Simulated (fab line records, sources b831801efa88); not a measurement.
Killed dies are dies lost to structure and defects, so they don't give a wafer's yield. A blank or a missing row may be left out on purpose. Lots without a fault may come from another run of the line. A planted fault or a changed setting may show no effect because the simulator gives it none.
One fault seen from 2 desks | flow gf180mcu | each desk has only its own numbers; what lay behind them comes last

THE METROLOGY DESK
What the gauges read, lot by lot, whatever tool the lot ran on: means of the sampled wafers that have a number. A lot is out of limits, marked OUT, if its mean lies more than 4 standard deviations from the usual mean; the brackets give that distance.
Columns: A = cd_nm at GF_CONTACT_CD_MEAS_14, usual 219.9 nm
lot  | first seen here | A
L761 | day 16 01:48    | 220.2
L763 | day 16 17:07    | 221.1
L765 | day 17 12:45    | 218.9
L766 | day 17 22:34    | 222.6
L767 | day 18 11:17    | 220.7
L768 | day 18 13:38    | 219.0
L769 | day 19 04:41    | 217.8
L774 | day 20 21:17    | 220.9
L775 | day 21 02:14    | 219.3
L776 | day 21 16:50    | 222.4
L777 | day 22 00:59    | 218.5
L778 | day 22 06:23    | 218.2
L781 | day 23 13:28    | 217.5
L782 | day 23 13:30    | 220.5
This desk's finding: nothing out of limits on any of the 14 lots.

THE TOOL OWNER'S DESK: cmp-02
The tool's own readings at GF_V1_CMP_04 (polishes SiO2): means of the sampled wafers that have a number, for each lot that ran on this tool. A lot is out of limits, marked OUT, if its mean lies more than 4 standard deviations from the usual mean; the brackets give that distance.
Columns: A = edge_zone_pressure_frac at GF_V1_CMP_04, usual 1.001; B = head_pressure_psi at GF_V1_CMP_04, usual 4.000 psi; C = motor_current_A at GF_V1_CMP_04, usual 12.2 A; D = time_to_endpoint_s at GF_V1_CMP_04, usual 76 s
lot  | first seen here | A     | B     | C    | D
L766 | day 19 00:36    | 1.002 | 3.999 | 12.6 | 80
L767 | day 19 13:49    | 1.004 | 4.000 | 12.6 | 75
L768 | day 19 16:44    | 1.000 | 4.004 | 12.5 | 77
L775 | day 22 03:52    | 0.995 | 3.995 | 12.4 | 74
L776 | day 22 19:05    | 0.999 | 4.000 | 12.1 | 76
L782 | day 24 15:02    | 1.002 | 4.003 | 12.8 | 76
This desk's finding: nothing out of limits on any of the 6 lots.

PUT TOGETHER
The metrology desk saw nothing out of limits.
The tool owner's desk saw nothing out of limits.

WHAT THE SIMULATOR HAD PUT IN
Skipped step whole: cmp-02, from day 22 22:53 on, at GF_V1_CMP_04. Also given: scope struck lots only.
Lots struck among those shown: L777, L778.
